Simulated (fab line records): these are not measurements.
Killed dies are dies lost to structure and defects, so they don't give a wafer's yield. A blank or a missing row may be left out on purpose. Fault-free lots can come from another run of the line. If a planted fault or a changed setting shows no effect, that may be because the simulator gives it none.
Matching of chambers ; flow gf180mcu ; GF_V5_CVD_02 on pecvd-02 has 3 sister chambers
The step deposits SiO2 from TEOS, target thk 1450 nm, time 163.28 s. 3 wafers are shown with their chamber, then 6 later ones without.

WAFERS, EACH WITH ITS CHAMBER
wafer;chamber;heater-power-w (W)
L436.1;1;862
L442.3;2;706
L442.4;0;704

WAFERS WITH NO CHAMBER GIVEN
wafer;heater-power-w (W)
L443.2;834
L443.4;682
L443.5;734
L449.4;715
L449.5;696
L449.6;665

EACH ONE'S CHAMBER
wafer;from the rows above;in truth
L443.2;1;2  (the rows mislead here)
L443.4;can't be placed: 0 or 2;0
L443.5;can't be placed: 2 or 0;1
L449.4;can't be placed: 2 or 0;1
L449.5;can't be placed: 0 or 2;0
L449.6;can't be placed: 0 or 2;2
Correct placement for 0 of the 6. Cannot be placed on the basis of these rows: 5; the candidates contain the true chamber in 3. 1 placed wrongly.
How it was worked out, from the rows above alone: a wafer's distance from a chamber is the root of the sum, over the readings, of the square of ((its reading less the chamber's mean) divided by the reading's scatter). If the next closest chamber is less than 2 further off than the closest, the wafer can't be placed; otherwise it belongs to the closest. Each chamber's mean is taken over the wafers shown for it. The scatter: root of mean squared gap, hidden wafer to nearest shown wafer, with one shown wafer a chamber.
